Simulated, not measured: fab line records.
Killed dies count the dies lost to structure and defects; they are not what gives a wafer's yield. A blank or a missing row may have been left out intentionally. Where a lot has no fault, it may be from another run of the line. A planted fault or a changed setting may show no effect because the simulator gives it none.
Comparing a struck lot with a sound one	flow sky130	44 out of 708 route steps
Sound: wafers L992.1, L992.2, L992.4. Wafers struck: L100.1, L100.5, L100.6. At the end, the cause is stated.
For every step that has rows: the tool of each side, followed by ch and its chambers, followed by its first start. Under that, the readings that differ: sound wafers	struck wafers	difference of the means	sigmas: that difference in standard deviations of wafers without a fault.
alike: readings with means less than 2 such deviations apart, plus words and numbers identical on both sides. not compared: withheld readings, readings lacking a value on some wafer, bounds such as >300 that could conceal the same value, and numbers that have no deviation in the record and whose values overlap.
Wherever a step has rows on one side only, a row that says differs or no value, or a row with sigmas, the two part there. Non-overlapping numbers with no deviation appear without sigmas and do not part them. Lack of a reading on every wafer of one side parts them only where that side has two or more wafers.

first, 1 step without rows for these wafers: SKY_VIA3_ETCH_15 (etches SiO2 in C4F8/O2/Ar, stops on TiN, target depth 507 nm, time 78 s).
SKY_VIA3_STRIP_16: strips in O2/N2.
  sound on plasmaAsher-01 ch 0,1, day 42 23:41; struck on plasmaAsher-01 ch 0,1, day 44 20:19
  alike: drypumpMotorCurrentA, oesProductAu, stripTimeToEndpointS
  not compared: rfHoursCounterH
then, 5 steps without rows for these wafers: SKY_VIA3_STRIP_17 (strips in post etch residue remover, time 1200 s); SKY_VIA3_CLEAN_18 (cleans in IPA, time 180 s); SKY_VIA3_CLEAN_19 (cleans in O3/DIW); SKY_VIA3_SPUTTER_20 (material TiN, target thk 20 nm, time 80 s); SKY_VIA3_CVD_21 (deposits W, target thk 390 nm, time 117.31 s).
SKY_VIA3_RS_MEAS_22: measurement is done with a four-point probe.
  struck on filmMetro-03, day 44 21:06; sound on filmMetro-04, day 43 00:28
reading	sound	struck	difference	sigmas
VIA3_W_RS (ohm/sq)	0.301 0.299 0.298	0.289 0.293 0.293	-0.008	-2
SKY_VIA3_THK_MEAS_23: measures by xrf.
  struck on filmMetro-03, day 44 21:13; sound on filmMetro-04, day 43 00:35
  alike: VIA3_W_THK
SKY_VIA3_CMP_24: polishes, stops on SiO2, t overpolish 20 s, target thk 0 nm.
  sound on cmp-01 ch 0,1,2, day 43 00:42; struck on cmp-01 ch 1,2, day 44 21:20
  alike: motorCurrentA, overpolishRunS, slurryFilterDpKPa, slurryFlowMlMin, timeToEndpointS
then, 1 step without rows for these wafers: SKY_METAL4_SPUTTER_00 (material Ti, target thk 15 nm, time 10 s).
SKY_METAL4_SPUTTER_01: material TiN, target thk 20 nm, time 16.7 s.
  struck on pvdSputter-02, day 44 21:36; sound on pvdSputter-02, day 43 00:58
  alike: throttleValvePct
SKY_METAL4_SPUTTER_02: material AlCu, target thk 735 nm, time 39.1 s.
  struck on pvdSputter-02, day 44 21:37; sound on pvdSputter-02, day 43 01:00
  alike: throttleValvePct
SKY_METAL4_SPUTTER_03: material Ti, target thk 5 nm, time 3.3 s.
  struck on pvdSputter-02, day 44 21:40; sound on pvdSputter-02, day 43 01:02
  alike: throttleValvePct
then, 2 steps without rows for these wafers: SKY_METAL4_SPUTTER_04 (material TiN, target thk 70 nm, time 58.3 s); SKY_CAP2M_CVD_00 (deposits SiO2, target thk 15.5 nm).
SKY_CAP2M_THK_MEAS_01:
  struck on filmMetro-04, day 44 21:45; sound on filmMetro-02, day 43 01:08
  alike: CAP2M_CVD_00_THK
SKY_CAP2M_SPUTTER_02: material TiN, target thk 200 nm, time 166.7 s.
  struck on pvdSputter-04, day 44 21:49; sound on pvdSputter-01, day 43 01:11
  alike: throttleValvePct
SKY_CAP2M_RS_MEAS_03: measurement is done with a four-point probe.
  struck on filmMetro-04, day 44 21:55; sound on filmMetro-02, day 43 01:18
  alike: CAP2M_TIN_RS
SKY_CAP2M_THK_MEAS_04: measures by xrf.
  struck on filmMetro-04, day 44 22:02; sound on filmMetro-02, day 43 01:25
  alike: CAP2M_TIN_THK
then, 7 steps without rows for these wafers: SKY_CAP2M_DEHYDRATE_05 (time 60 s); SKY_CAP2M_HMDS_06 (prime time 60 s); SKY_CAP2M_COAT_07 (resist thk 1140 nm); SKY_CAP2M_SOFTBAKE_08 (time 60 s); SKY_CAP2M_EXPOSE_09 (exposes mask CAP2M, target cd 1000 nm); SKY_CAP2M_PEB_10; SKY_CAP2M_DEVELOP_11 (develop time 60 s).
SKY_CAP2M_OVL_MEAS_12:
  struck on overlay-01, day 45 19:23; sound on overlay-02, day 44 00:34
reading	sound	struck	difference	sigmas
CAP2M_OVL (nm)	0.2 2.3 2.2	-1.3 -2.1 -2.7	-3.6	-3
then, 13 steps without rows for these wafers: SKY_CAP2M_METAL_ETCH_13 (etches TiN in Cl2/BCl3, stops on SiO2, target depth 220 nm, time 62.9 s); SKY_CAP2M_STRIP_14 (strips in O2/N2); SKY_CAP2M_STRIP_15 (strips in post etch residue remover, time 1200 s); SKY_CAP2M_CLEAN_16 (cleans in IPA, time 180 s); SKY_CAP2M_CLEAN_17 (cleans in O3/DIW); SKY_METAL4_DEHYDRATE_05 (time 60 s); SKY_METAL4_HMDS_06 (prime time 60 s); SKY_METAL4_COAT_07 (resist thk 60 nm); SKY_METAL4_COAT_08 (resist thk 1140 nm); SKY_METAL4_SOFTBAKE_09 (time 90 s); SKY_METAL4_EXPOSE_10 (exposes mask MM4, target cd 300 nm); SKY_METAL4_PEB_11; SKY_METAL4_DEVELOP_12 (develop time 60 s).
SKY_METAL4_CD_MEAS_13: the cd target is 300 nm.
  struck on cdSem-01, day 46 16:20; sound on cdSem-01, day 44 23:05
  alike: cdNm
SKY_METAL4_METAL_ETCH_18: etches the open film in Cl2/BCl3, stops on SiO2, target depth 845 nm, time 183.1 s.
  sound on rieMetal-01 ch 0,1, day 44 23:23; struck on rieMetal-04 ch 0,1, day 46 16:38
reading	sound	struck	difference	sigmas
oesProductAu (a.u.)	0.870 0.863 0.877	0.807 0.835 0.814	-0.051	-6
  alike: drypumpMotorCurrentA, throttleValvePct
  not compared: rfHoursCounterH
-- the record jumps here: 3 days lie between the struck wafers' starts before and after (it left off in module METAL4 and takes up again in module PAD_OPEN, whose first step shown is number 708 of the route) --
SKY_PAD_OPEN_PROBE_99:
  struck on prober-01, day 50 01:21; sound on prober-02, day 48 14:26
reading	sound	struck	difference	sigmas
model.etest.met4.rsOhmSqRimLessCentre	-0.0001471 -0.0001343 -0.0003062	0.01447 0.01312 0.01432	+0.01417	
  alike: defectLimitedYield, killed_at_M0_to_M3, killed_at_M4_up, killedAtContacts, killedAtFrontEnd, killedAtOther, killedDies, killedOnRim, killedOpen, killedShort, sort_bin_3_pad_short, sort_bin_5_function, sort_bin_6_memory, sortNPass, sortYieldPct

WHERE THEY PART
Last at SKY_METAL4_METAL_ETCH_18 as far as this record goes, first at SKY_VIA3_RS_MEAS_22. Later steps at which nothing parts them and some readings are alike: SKY_PAD_OPEN_PROBE_99.

WHY: whatever the simulator had introduced
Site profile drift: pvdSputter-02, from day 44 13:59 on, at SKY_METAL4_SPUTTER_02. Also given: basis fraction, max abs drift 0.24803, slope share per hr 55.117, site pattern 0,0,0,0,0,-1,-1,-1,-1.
